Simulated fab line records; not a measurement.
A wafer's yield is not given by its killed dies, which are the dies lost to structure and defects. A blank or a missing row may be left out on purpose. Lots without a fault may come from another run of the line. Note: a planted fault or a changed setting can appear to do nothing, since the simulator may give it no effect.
fab line records | flow sky130
record: lots: 11 wafers: 33 last_day: 49
route steps=708 shown VIA4@642 METAL5@664 PASSIVATION@692 PAD_OPEN@708
lots untouched by any fault: they come from a run of this same line in which no faults occurred
start_h: hours from the record's first day to the start of the lot's first wafer shown | wait_h: time in hours since the lot's previous step | " identical to the entry in the row above | L1.1+2: a row that stands for several wafers | - no value, or no start given | * or withheld: withheld | < > ~ a bound
route shown NAME@n: NAME is a module with steps in the file, n the number in the route of the first one | usual: the fault-free wafers' mean and standard deviation | same: alike in all rows | chamber/n: place in a boat | sites: the reading at each site | _std_site: standard deviation across them | _edge_site: inner sites' mean taken away from outer sites' mean | radius_mm: for every site, how far away it sits from the centre of the wafer | mask NAME#n: copy n | behind: tool/chamber where the wafer was last shaped | hold: why the lot went on hold/how many hours it stayed there/how the hold came to an end | device: names the non-switching transistor (n, p or np) | end of line: the same wafers' tests at the end of the route | a step given without rows: its recipe and nothing more | killed: dies that structure and defects cost at the first sort, which is not the same as the wafer's yield | map: the dies of a wafer, with x for killed, . for not killed, _ for no die there
set.NAME: the setting as run; set.NAME@STEP: as run at that earlier step | model.NAME: the simulator's own value behind a step, which no gauge read
steps of the route over a sample of lots; a table a step, a row a wafer
services: when a tool's chamber went out of use (start_h, in hours from the record's first day, below 0 if earlier), for how many hours, and the reason
== steps ==
step: SKY_VIA4_BOW_MEAS_03
recipe: mode: bow
usual: VIA4_BOW: 78/7.6
columns lot.wafer tool chamber start_h wait_h VIA4_BOW[um]
L882.3 film_metro-01 - 980.00 0.1 82
L882.5 " - " " 80
L882.6 " - " " 84
L883.1 film_metro-02 - 989.51 0.1 86
L883.2 " - " " 73
L883.5 " - " " 74
L884.2 film_metro-02 - 992.92 0.3 75
L884.3 " - " " 78
L884.6 " - " " 84
L886.2 film_metro-02 - 1010.08 0.3 73
L886.3 " - " " 75
L886.4 " - " " 75
L888.3 film_metro-02 - 1023.87 0.2 88
L888.4 " - " " 80
L888.5 " - " " 83
L889.1 film_metro-02 - 1032.87 0.1 84
L889.3 " - " " 86
L889.5 " - " " 80
L890.2 film_metro-02 - 1052.16 0.2 70
L890.3 " - " " 68
L890.4 " - " " 62
L891.2 film_metro-03 - 1054.29 0.3 68
L891.5 " - " " 64
L891.6 " - " " 88
L896.3 film_metro-03 - 1093.44 0.2 90
L896.5 " - " " 81
L896.6 " - " " 71
L900.3 film_metro-03 - 1106.01 0.2 82
L900.4 " - " " 81
L900.5 " - " " 92
L901.1 film_metro-03 - 1110.77 0.1 88
L901.2 " - " " 76
L901.5 " - " " 78
step: SKY_VIA4_CVD_18
recipe: material: W target_thk_nm: 505 time_s: 152.14 temp_c: 400 pressure_torr: 40
usual: heater_power_outer_w: 550/79 heater_power_w: 882/110
columns lot.wafer tool chamber start_h wait_h heater_power_outer_w heater_power_w since_wet_clean_h
L882.3 cvd_w-01 1 1003.84 0.1 584 1014 -
L882.5 " 0 " " 420 711 -
L882.6 " 1 " " 588 1000 -
L883.1 cvd_w-02 1 1013.84 0.0 628 915 610
L883.2 " 0 " " 565 889 610
L883.5 " 0 " " 560 851 -
L884.2 cvd_w-01 1 1016.45 0.0 587 1003 98
L884.3 " 0 " " 418 715 -
L884.6 " 0 " " 422 718 -
L886.2 cvd_w-01 1 1033.21 0.1 599 1000 115
L886.3 " 1 " " 583 1016 -
L886.4 " 0 " " 428 745 -
L888.3 cvd_w-01 1 1047.00 0.1 586 1009 -
L888.4 " 0 " " 429 740 -
L888.5 " 0 " " 422 717 -
L889.1 cvd_w-01 1 1055.26 0.0 591 1014 137
L889.3 " 0 " " 434 738 -
L889.5 " 1 " " 593 1002 -
L890.2 cvd_w-02 0 1073.73 0.0 584 890 670
L890.3 " 1 " " 646 912 -
L890.4 " 0 " " 559 874 -
L891.2 cvd_w-02 1 1075.29 0.0 639 914 671
L891.5 " 0 " " 548 875 -
L891.6 " 1 " " 643 922 -
L896.3 cvd_w-01 0 1112.63 0.1 448 718 -
L896.5 " 0 " " 429 745 -
L896.6 " 1 " " 572 1009 -
L900.3 cvd_w-02 1 1121.46 0.1 627 918 -
L900.4 " 0 " " 566 866 -
L900.5 " 0 " " 558 881 -
L901.1 cvd_w-01 1 1126.20 0.0 591 999 208
L901.2 " 0 " " 433 726 208
L901.5 " 1 " " 578 1027 -
step: SKY_METAL5_SPUTTER_03
recipe: material: Ti target_thk_nm: 5 power_w: 3000 time_s: 3.3 chamber_pressure_pa: 0.4
usual: throttle_valve_pct: 29.8/0.91
columns lot.wafer tool chamber start_h wait_h throttle_valve_pct
L882.3 pvd_sputter-01 - 1004.52 0.0 31.3
L882.5 " - " " 30.6
L882.6 " - " " 29.4
L883.1 pvd_sputter-03 - 1014.61 0.0 29.1
L883.2 " - " " 30.6
L883.5 " - " " 30.3
L884.2 pvd_sputter-01 - 1017.18 0.0 30.7
L884.3 " - " " 29.8
L884.6 " - " " 29.7
L886.2 pvd_sputter-03 - 1033.94 0.0 30.4
L886.3 " - " " 30.2
L886.4 " - " " 28.3
L888.3 pvd_sputter-04 - 1047.68 0.0 30.2
L888.4 " - " " 31.0
L888.5 " - " " 30.5
L889.1 pvd_sputter-03 - 1055.99 0.0 28.8
L889.3 " - " " 28.5
L889.5 " - " " 29.1
L890.2 pvd_sputter-04 - 1074.47 0.0 28.0
L890.3 " - " " 30.8
L890.4 " - " " 30.2
L891.2 pvd_sputter-04 - 1076.17 0.0 31.2
L891.5 " - " " 30.1
L891.6 " - " " 30.9
L896.3 pvd_sputter-04 - 1117.88 0.0 28.7
L896.5 " - " " 30.2
L896.6 " - " " 29.0
L900.3 pvd_sputter-03 - 1124.95 0.0 28.9
L900.4 " - " " 30.5
L900.5 " - " " 28.4
L901.1 pvd_sputter-03 - 1127.95 0.0 30.5
L901.2 " - " " 28.8
L901.5 " - " " 30.8
step: SKY_METAL5_SPUTTER_04
recipe: material: TiN target_thk_nm: 70 power_w: 6500 time_s: 58.3 chamber_pressure_pa: 0.4
usual: throttle_valve_pct: 29.8/0.9
columns lot.wafer tool chamber start_h wait_h throttle_valve_pct
L882.3 pvd_sputter-01 - 1004.53 0.0 31.3
L882.5 " - " " 30.7
L882.6 " - " " 29.6
L883.1 pvd_sputter-03 - 1014.63 0.0 29.2
L883.2 " - " " 30.7
L883.5 " - " " 29.7
L884.2 pvd_sputter-01 - 1017.20 0.0 30.7
L884.3 " - " " 29.7
L884.6 " - " " 29.5
L886.2 pvd_sputter-03 - 1033.96 0.0 30.5
L886.3 " - " " 30.3
L886.4 " - " " 28.6
L888.3 pvd_sputter-04 - 1047.70 0.0 30.0
L888.4 " - " " 31.0
L888.5 " - " " 30.3
L889.1 pvd_sputter-03 - 1056.01 0.0 29.2
L889.3 " - " " 29.0
L889.5 " - " " 29.1
L890.2 pvd_sputter-04 - 1074.48 0.0 28.3
L890.3 " - " " 31.1
L890.4 " - " " 30.2
L891.2 pvd_sputter-04 - 1076.19 0.0 30.9
L891.5 " - " " 30.1
L891.6 " - " " 31.0
L896.3 pvd_sputter-04 - 1117.90 0.0 28.5
L896.5 " - " " 30.5
L896.6 " - " " 28.5
L900.3 pvd_sputter-03 - 1124.97 0.0 29.1
L900.4 " - " " 30.4
L900.5 " - " " 28.5
L901.1 pvd_sputter-03 - 1127.97 0.0 30.4
L901.2 " - " " 28.4
L901.5 " - " " 30.2
step: SKY_METAL5_THK_MEAS_06
recipe: thk_meas_gauge: xrf reads: AlCu_of_METAL5_SPUTTER_02
usual: METAL5_ALCU_THK: 1191/14
columns lot.wafer tool chamber start_h wait_h METAL5_ALCU_THK[nm]
L882.3 film_metro-04 - 1004.72 0.1 1215
L882.5 " - " " 1203
L882.6 " - " " 1210
L883.1 film_metro-03 - 1014.80 0.1 1175
L883.2 " - " " 1179
L883.5 " - " " 1184
L884.2 film_metro-03 - 1017.38 0.1 1187
L884.3 " - " " 1197
L884.6 " - " " 1191
L886.2 film_metro-02 - 1034.14 0.1 1186
L886.3 " - " " 1215
L886.4 " - " " 1204
L888.3 film_metro-02 - 1047.89 0.1 1186
L888.4 " - " " 1192
L888.5 " - " " 1180
L889.1 film_metro-03 - 1056.18 0.1 1210
L889.3 " - " " 1209
L889.5 " - " " 1201
L890.2 film_metro-02 - 1074.66 0.1 1201
L890.3 " - " " 1194
L890.4 " - " " 1192
L891.2 film_metro-03 - 1076.36 0.1 1191
L891.5 " - " " 1177
L891.6 " - " " 1185
L896.3 film_metro-02 - 1118.09 0.1 1179
L896.5 " - " " 1161
L896.6 " - " " 1170
L900.3 film_metro-04 - 1125.16 0.1 1276
L900.4 " - " " 1252
L900.5 " - " " 1265
L901.1 film_metro-03 - 1128.14 0.1 1265
L901.2 " - " " 1273
L901.5 " - " " 1255
step: SKY_PASSIVATION_ETCH_11
recipe: chemistry: CF4/O2 target_depth_nm: 725 stop_on: AlCu source_w: 800 bias_w: 150 pressure_mtorr: 150 cf4_flow_sccm: 80 O2_flow_sccm: 10 time_s: 161.1
usual: drypump_motor_current_A: 5.8/0.42 oes_product_au: 0.976/0.0067 throttle_valve_pct: 5.965/0.008
columns lot.wafer tool chamber start_h wait_h drypump_motor_current_A oes_product_au rf_hours_counter_h throttle_valve_pct
L882.3 rie_diel-03 2 1050.19 - 5.6 0.992 30 5.978
L882.5 " 1 " " 5.4 0.990 - 5.970
L882.6 " 0 " " 5.1 0.979 - 5.966
L883.1 rie_diel-03 2 1059.39 - 5.6 0.985 30 5.970
L883.2 " 0 " " 5.1 0.975 23 5.949
L883.5 " 0 " " 5.1 0.994 - 5.954
L884.2 rie_diel-04 0 1061.94 - 5.4 0.975 20 5.960
L884.3 " 1 " " 5.4 0.972 14 5.961
L884.6 " 0 " " 5.4 0.989 - 5.960
L886.2 rie_diel-04 3 1077.24 - 5.3 0.966 10 5.958
L886.3 " 1 " " 5.4 0.983 15 5.960
L886.4 " 0 " " 5.4 0.967 21 5.973
L888.3 rie_diel-02 2 1090.82 - 6.0 0.979 23 5.965
L888.4 " 1 " " 6.2 0.975 19 5.971
L888.5 " 0 " " 6.3 0.985 - 5.970
L889.1 rie_diel-03 1 1098.04 - 5.4 0.973 2 5.962
L889.3 " 1 " " 5.4 0.988 - 5.962
L889.5 " 0 " " 5.1 0.977 - 5.974
L890.2 rie_diel-02 1 1112.07 - 6.1 0.977 19 5.965
L890.3 " 3 " " 6.3 0.964 18 5.950
L890.4 " 0 " " 6.3 0.977 14 5.951
L891.2 rie_diel-02 1 1113.42 - 6.1 0.980 20 5.960
L891.5 " 2 " " 6.0 0.982 - 5.979
L891.6 " 3 " " 6.3 0.983 - 5.975
L896.3 rie_diel-02 2 1153.88 - 6.0 0.977 25 5.954
L896.5 " 0 " " 6.3 0.979 - 5.962
L896.6 " 1 " " 6.2 0.979 - 5.962
L900.3 rie_diel-02 1 1162.38 - 6.1 0.955 21 5.962
L900.4 " 1 " " 6.2 0.963 - 5.958
L900.5 " 3 " " 6.3 0.961 - 5.967
L901.1 rie_diel-04 1 1165.84 - 5.4 0.953 17 5.965
L901.2 " 2 " " 5.4 0.957 14 5.944
L901.5 " 2 " " 5.4 0.957 - 5.963
step: SKY_PAD_OPEN_PROBE_99
usual: defect_limited_yield: 82.3/1.9 killed_at_M0_to_M3: 44/7.6 killed_at_M4_up: 3.2/1.7 killed_at_contacts: 24/5.7 killed_at_front_end: 16/3.9 killed_at_other: 0.2/0.45 killed_dies: 87/9.5 killed_open: 47/6.9 killed_short: 40/5.8 sort_bin_3_pad_short: 0.9/0.4 sort_bin_5_function: 10.4/1.4 sort_bin_6_memory: 6.4/1.1 sort_n_pass: 405/9.5 sort_yield_pct: 82.3/1.9
same: gross_dies: 492 killed_at_back_side: 0 sort_bin_4_leakage[%]: 0 sort_bin_8_speed[%]: 0
columns lot.wafer tool chamber start_h wait_h defect_limited_yield[%] killed_at_M0_to_M3 killed_at_M4_up killed_at_contacts killed_at_front_end killed_at_other killed_dies killed_open killed_short sort_bin_3_pad_short[%] sort_bin_5_function[%] sort_bin_6_memory[%] sort_n_pass sort_yield_pct[%]
L882.3 prober-02 - 1073.66 0.2 81.9 41 5 30 13 0 89 45 44 0.8 10.6 6.7 403 81.9
L882.5 prober-02 - 1073.76 0.2 83.3 37 5 27 13 0 82 45 37 1.4 8.5 6.7 410 83.3
L882.6 prober-02 - 1073.81 0.2 83.5 38 1 16 26 0 81 45 36 0.6 9.8 6.1 411 83.5
L883.1 prober-01 - 1082.16 0.1 80.7 40 2 29 24 0 95 54 41 0.4 11.0 7.9 397 80.7
L883.2 prober-01 - 1082.21 0.1 84.8 35 1 20 19 0 75 38 37 0.6 10.8 3.9 417 84.8
L883.5 prober-01 - 1082.36 0.2 84.6 31 3 26 16 0 76 45 31 0.6 8.9 5.9 416 84.6
L884.2 prober-02 - 1085.36 0.1 81.3 55 3 26 7 1 92 56 36 0.4 11.2 7.1 400 81.3
L884.3 prober-02 - 1085.41 0.2 80.1 45 6 31 15 1 98 56 42 2.2 12.0 5.7 394 80.1
L884.6 prober-02 - 1085.56 0.2 76.0 51 6 39 22 0 118 59 59 1.6 13.4 8.9 374 76.0
L886.2 prober-02 - 1099.58 0.1 82.9 36 3 23 21 1 84 46 38 0.8 10.6 5.7 408 82.9
L886.3 prober-02 - 1099.63 0.2 87.0 32 1 20 11 0 64 36 28 1.0 6.9 5.1 428 87.0
L886.4 prober-02 - 1099.68 0.2 83.3 39 2 22 19 0 82 49 33 1.0 8.9 6.7 410 83.3
L888.3 prober-02 - 1112.90 0.2 82.1 47 5 13 23 0 88 57 31 0.6 9.6 7.7 404 82.1
L888.4 prober-02 - 1112.95 0.2 85.8 34 2 19 15 0 70 34 36 0.8 7.9 5.5 422 85.8
L888.5 prober-02 - 1113.00 0.2 81.5 49 6 20 15 1 91 48 43 1.0 10.4 7.1 401 81.5
L889.1 prober-01 - 1117.30 0.1 81.7 57 2 12 19 0 90 49 41 0.6 11.8 5.9 402 81.7
L889.3 prober-01 - 1117.40 0.2 80.5 57 1 23 15 0 96 49 47 1.0 10.6 7.9 396 80.5
L889.5 prober-01 - 1117.50 0.2 81.3 49 3 25 14 1 92 46 46 0.4 12.4 5.9 400 81.3
L890.2 prober-02 - 1130.10 0.1 83.5 39 2 20 19 1 81 45 36 1.0 10.4 5.1 411 83.5
L890.3 prober-02 - 1130.15 0.2 80.7 42 3 35 15 0 95 52 43 0.8 10.6 7.9 397 80.7
L890.4 prober-02 - 1130.20 0.2 82.7 42 6 23 13 1 85 42 43 1.0 8.3 7.9 407 82.7
L891.2 prober-01 - 1132.19 0.1 80.7 52 3 19 21 0 95 53 42 0.6 11.4 7.3 397 80.7
L891.5 prober-01 - 1132.34 0.2 83.1 43 3 20 16 1 83 45 38 1.0 9.3 6.5 409 83.1
L891.6 prober-01 - 1132.39 0.2 82.9 42 6 27 9 0 84 49 35 1.2 8.5 7.3 408 82.9
L896.3 prober-02 - 1174.57 0.2 81.9 43 3 22 20 1 89 42 47 0.8 9.3 7.9 403 81.9
L896.5 prober-02 - 1174.67 0.2 83.5 32 4 28 17 0 81 43 38 1.4 10.8 4.3 411 83.5
L896.6 prober-02 - 1174.72 0.2 84.8 43 2 15 15 0 75 39 36 0.4 8.7 6.1 417 84.8
L900.3 prober-02 - 1181.95 0.2 80.9 42 3 28 21 0 94 51 43 0.4 11.2 7.5 398 80.9
L900.4 prober-02 - 1182.00 0.2 83.5 37 2 29 13 0 81 43 38 0.8 10.0 5.7 411 83.5
L900.5 prober-02 - 1182.05 0.2 82.1 40 3 29 16 0 88 44 44 0.6 10.0 7.3 404 82.1
L901.1 prober-01 - 1184.51 0.1 82.9 37 6 30 11 0 84 52 32 0.4 10.2 6.5 408 82.9
L901.2 prober-01 - 1184.56 0.1 82.1 41 2 31 14 0 88 48 40 1.2 9.6 7.1 404 82.1
L901.5 prober-01 - 1184.71 0.2 79.3 51 4 31 16 0 102 51 51 1.2 11.2 8.3 390 79.3
killed by level:class
L882.3 CONTACT:geometric_particle:open=10 VIA1:geometric_particle:open=10 LI_CONTACT:geometric_particle:open=8 CONTACT:geometric_particle:short=7 METAL1:geometric_particle:short=6 SPACER:geometric_particle:open=5 VIA1:geometric_particle:short=5 METAL4:geometric_particle:short=5
L882.5 LI_CONTACT:geometric_particle:open=9 CONTACT:geometric_particle:open=8 VIA1:geometric_particle:open=8 FIELD_ISO:geometric_particle:short=5 VIA2:geometric_particle:open=5 LOCAL_INTERCONNECT:geometric_particle:short=4 CONTACT:geometric_particle:short=4 METAL1:geometric_particle:short=4
L882.6 FIELD_ISO:geometric_particle:open=7 CONTACT:geometric_particle:open=6 VIA2:geometric_particle:open=6 VIA1:geometric_particle:open=5 POLY_GATE:geometric_particle:open=5 CONTACT:geometric_particle:short=5 METAL2:geometric_particle:short=5 VIA3:geometric_particle:short=5
L883.1 CONTACT:geometric_particle:open=12 METAL1:geometric_particle:short=8 LI_CONTACT:geometric_particle:open=8 VIA1:geometric_particle:open=8 VIA1:geometric_particle:short=7 FIELD_ISO:geometric_particle:open=6 VIA2:geometric_particle:open=6 FIELD_ISO:geometric_particle:short=5
L883.2 CONTACT:geometric_particle:open=7 METAL1:geometric_particle:short=7 FIELD_ISO:geometric_particle:open=5 POLY_GATE:geometric_particle:short=5 CONTACT:geometric_particle:short=5 METAL3:geometric_particle:short=5 VIA3:geometric_particle:open=5 POLY_GATE:geometric_particle:open=4
L883.5 CONTACT:geometric_particle:open=13 FIELD_ISO:geometric_particle:open=6 VIA1:geometric_particle:open=6 LOCAL_INTERCONNECT:geometric_particle:short=5 VIA1:geometric_particle:short=5 VIA2:geometric_particle:open=5 POLY_GATE:geometric_particle:open=4 LI_CONTACT:geometric_particle:open=4
L884.2 VIA1:geometric_particle:open=14 LI_CONTACT:geometric_particle:open=13 CONTACT:geometric_particle:open=10 VIA1:geometric_particle:short=9 VIA3:geometric_particle:open=7 VIA2:geometric_particle:short=5 VIA2:geometric_particle:open=5 VIA3:geometric_particle:short=5
L884.3 CONTACT:geometric_particle:open=14 VIA1:geometric_particle:open=11 LI_CONTACT:geometric_particle:open=10 METAL1:geometric_particle:short=8 VIA3:geometric_particle:open=6 VIA3:geometric_particle:short=4 CONTACT:geometric_particle:short=4 VIA1:geometric_particle:short=4
L884.6 LI_CONTACT:geometric_particle:open=11 VIA1:geometric_particle:open=11 CONTACT:geometric_particle:open=10 POLY_GATE:geometric_particle:short=8 CONTACT:geometric_particle:short=8 LOCAL_INTERCONNECT:geometric_particle:short=7 VIA1:geometric_particle:short=7 VIA3:geometric_particle:open=7
L886.2 CONTACT:geometric_particle:open=10 POLY_GATE:geometric_particle:short=9 VIA1:geometric_particle:open=7 VIA3:geometric_particle:open=6 VIA3:geometric_particle:short=5 LI_CONTACT:geometric_particle:open=5 POLY_GATE:geometric_particle:open=4 VIA2:geometric_particle:open=4
L886.3 CONTACT:geometric_particle:open=6 VIA3:geometric_particle:open=6 LI_CONTACT:geometric_particle:open=5 METAL2:geometric_particle:short=5 VIA1:geometric_particle:open=5 VIA2:geometric_particle:open=5 POLY_GATE:geometric_particle:open=4 LI_CONTACT:geometric_particle:short=4
L886.4 CONTACT:geometric_particle:open=7 VIA3:geometric_particle:open=7 LI_CONTACT:geometric_particle:open=6 VIA1:geometric_particle:open=6 METAL2:geometric_particle:short=5 VIA2:geometric_particle:open=5 POLY_GATE:geometric_particle:open=4 FIELD_ISO:geometric_particle:short=3
L888.3 VIA1:geometric_particle:open=12 VIA2:geometric_particle:open=11 VIA3:geometric_particle:open=9 POLY_GATE:geometric_particle:short=5 POLY_GATE:geometric_particle:open=5 CONTACT:geometric_particle:open=5 METAL4:geometric_particle:short=4 VIA3:geometric_particle:short=4
L888.4 VIA1:geometric_particle:short=11 CONTACT:geometric_particle:open=8 VIA1:geometric_particle:open=7 FIELD_ISO:geometric_particle:short=6 LI_CONTACT:geometric_particle:open=6 METAL1:geometric_particle:short=6 VIA3:geometric_particle:open=5 POLY_GATE:geometric_particle:short=4
L888.5 VIA1:geometric_particle:open=12 VIA2:geometric_particle:open=9 CONTACT:geometric_particle:open=8 VIA1:geometric_particle:short=8 METAL4:geometric_particle:short=5 VIA3:geometric_particle:short=5 FIELD_ISO:geometric_particle:short=4 CONTACT:geometric_particle:short=4
L889.1 VIA1:geometric_particle:open=20 VIA1:geometric_particle:short=9 VIA2:geometric_particle:open=7 FIELD_ISO:geometric_particle:open=6 POLY_GATE:geometric_particle:short=6 VIA3:geometric_particle:open=6 METAL3:geometric_particle:short=4 FIELD_ISO:geometric_particle:short=3
L889.3 VIA2:geometric_particle:short=12 VIA3:geometric_particle:open=12 CONTACT:geometric_particle:open=9 VIA1:geometric_particle:open=8 LI_CONTACT:geometric_particle:open=7 METAL1:geometric_particle:short=5 VIA1:geometric_particle:short=5 METAL3:geometric_particle:short=5
L889.5 CONTACT:geometric_particle:open=10 METAL1:geometric_particle:short=8 VIA2:geometric_particle:open=8 VIA3:geometric_particle:open=8 CONTACT:geometric_particle:short=7 VIA1:geometric_particle:open=7 VIA1:geometric_particle:short=6 METAL2:geometric_particle:short=5
L890.2 METAL1:geometric_particle:short=9 VIA1:geometric_particle:open=8 VIA2:geometric_particle:open=6 LI_CONTACT:geometric_particle:open=5 CONTACT:geometric_particle:open=5 VIA3:geometric_particle:open=5 FIELD_ISO:geometric_particle:short=4 LI_CONTACT:geometric_particle:short=4
L890.3 CONTACT:geometric_particle:open=15 METAL1:geometric_particle:short=7 LI_CONTACT:geometric_particle:open=7 VIA3:geometric_particle:open=7 METAL2:geometric_particle:short=6 POLY_GATE:geometric_particle:open=5 VIA1:geometric_particle:short=5 CONTACT:geometric_particle:short=5
L890.4 CONTACT:geometric_particle:short=8 VIA1:geometric_particle:open=8 CONTACT:geometric_particle:open=7 METAL2:geometric_particle:short=7 VIA3:geometric_particle:open=6 VIA2:geometric_particle:short=5 METAL4:geometric_particle:short=5 FIELD_ISO:geometric_particle:open=4
L891.2 VIA1:geometric_particle:open=10 VIA2:geometric_particle:open=8 CONTACT:geometric_particle:open=7 VIA3:geometric_particle:open=7 FIELD_ISO:geometric_particle:open=6 METAL1:geometric_particle:short=6 LI_CONTACT:geometric_particle:open=5 VIA2:geometric_particle:short=5
L891.5 VIA1:geometric_particle:open=8 VIA2:geometric_particle:open=8 VIA1:geometric_particle:short=7 LI_CONTACT:geometric_particle:open=6 CONTACT:geometric_particle:open=6 FIELD_ISO:geometric_particle:open=5 VIA2:geometric_particle:short=5 CONTACT:geometric_particle:short=4
L891.6 VIA2:geometric_particle:open=12 CONTACT:geometric_particle:open=12 LI_CONTACT:geometric_particle:open=6 METAL3:geometric_particle:short=6 POLY_GATE:geometric_particle:open=4 CONTACT:geometric_particle:short=4 VIA3:geometric_particle:short=4 VIA3:geometric_particle:open=4
L896.3 VIA1:geometric_particle:open=10 CONTACT:geometric_particle:open=10 METAL2:geometric_particle:short=8 VIA1:geometric_particle:short=7 LOCAL_INTERCONNECT:geometric_particle:short=6 VIA2:geometric_particle:open=6 FIELD_ISO:geometric_particle:open=5 SPACER:geometric_particle:short=5
L896.5 LI_CONTACT:geometric_particle:open=8 CONTACT:geometric_particle:open=8 VIA2:geometric_particle:open=8 VIA1:geometric_particle:open=6 FIELD_ISO:geometric_particle:short=5 CONTACT:geometric_particle:short=4 SPACER:geometric_particle:short=4 METAL3:geometric_particle:short=4
L896.6 FIELD_ISO:geometric_particle:open=8 VIA1:geometric_particle:short=7 VIA1:geometric_particle:open=7 VIA2:geometric_particle:open=6 CONTACT:geometric_particle:open=5 METAL3:geometric_particle:short=5 LI_CONTACT:geometric_particle:open=4 METAL1:geometric_particle:open=4
L900.3 CONTACT:geometric_particle:open=11 VIA1:geometric_particle:open=9 LI_CONTACT:geometric_particle:open=6 FIELD_ISO:geometric_particle:short=5 POLY_GATE:geometric_particle:short=5 LI_CONTACT:geometric_particle:short=5 CONTACT:geometric_particle:short=5 VIA2:geometric_particle:open=5
L900.4 CONTACT:geometric_particle:open=11 VIA1:geometric_particle:open=9 LI_CONTACT:geometric_particle:open=7 CONTACT:geometric_particle:short=5 METAL1:geometric_particle:short=5 METAL2:geometric_particle:short=4 POLY_GATE:geometric_particle:open=4 METAL3:geometric_particle:short=4
L900.5 LI_CONTACT:geometric_particle:open=9 CONTACT:geometric_particle:open=9 METAL1:geometric_particle:short=9 VIA2:geometric_particle:open=8 METAL2:geometric_particle:short=7 VIA1:geometric_particle:open=5 LI_CONTACT:geometric_particle:short=5 CONTACT:geometric_particle:short=5
L901.1 CONTACT:geometric_particle:open=10 VIA3:geometric_particle:open=10 LI_CONTACT:geometric_particle:open=8 VIA1:geometric_particle:open=7 LI_CONTACT:geometric_particle:short=6 METAL1:geometric_particle:short=5 CONTACT:geometric_particle:short=4 METAL2:geometric_particle:open=4
L901.2 CONTACT:geometric_particle:open=15 VIA1:geometric_particle:open=10 CONTACT:geometric_particle:short=7 VIA3:geometric_particle:open=7 VIA3:geometric_particle:short=6 VIA1:geometric_particle:short=5 LOCAL_INTERCONNECT:geometric_particle:short=4 VIA2:geometric_particle:open=4
L901.5 CONTACT:geometric_particle:open=11 LI_CONTACT:geometric_particle:open=9 VIA1:geometric_particle:short=8 VIA3:geometric_particle:open=7 VIA1:geometric_particle:open=7 METAL1:geometric_particle:short=6 METAL3:geometric_particle:short=6 FIELD_ISO:geometric_particle:short=5
== services ==
columns tool chamber start_h hours kind
rie_diel-04 2 986.86 9.6 repair
pvd_sputter-03 - 989.26 21.2 repair
rie_diel-02 0 1001.29 13.4 repair
cvd_w-02 - 1005.80 0.2 repair
cvd_w-02 - 1032.58 0.8 repair
rie_diel-04 - 1059.02 2.8 pm
cvd_w-02 0 1061.54 1.4 repair
rie_diel-04 1 1080.43 14.9 repair
rie_diel-02 0 1084.69 6.1 repair
rie_diel-02 1 1087.51 3.0 repair
rie_diel-03 2 1095.98 3.7 repair
rie_diel-03 3 1096.25 2.4 repair
rie_diel-04 1 1098.04 3.8 repair
rie_diel-04 0 1098.90 31.1 repair
cvd_w-02 1 1103.25 4.1 repair
rie_diel-04 3 1105.71 5.2 repair
pvd_sputter-03 1 1111.82 - consumable_replace:kit
pvd_sputter-03 1 1111.82 18.0 scheduled_down
pvd_sputter-01 - 1127.99 3.4 repair
rie_diel-04 - 1131.20 0.5 repair
cvd_w-01 - 1160.85 1.1 repair
rie_diel-02 0 1161.23 1.2 repair
rie_diel-02 0 1162.89 2.6 repair
pvd_sputter-01 - 1165.72 1.7 repair
== key ==
first_sign: step: SKY_METAL5_THK_MEAS_06 reading: METAL5_ALCU_THK direction: up sigmas: 5.2 usual: 1191 struck: 1264
effect: step: SKY_PASSIVATION_ETCH_11 reading: oes_product_au direction: down sigmas: 2.8 usual: 0.976 struck: 0.958
met_at SKY_METAL5_SPUTTER_04
struck_lots L900,L901
not_acting_at SKY_VIA4_BOW_MEAS_03,SKY_VIA4_CVD_18,SKY_METAL5_SPUTTER_03
onset_between 1056.01 1124.97
also_fits time
fault: kind: process_parameter_drift tool: pvd_sputter-03 chamber: - onset_h: 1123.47 steps: SKY_METAL5_SPUTTER_04 channel: time_s offset: * shape: step end_h: 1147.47 acts_in: * stated: *
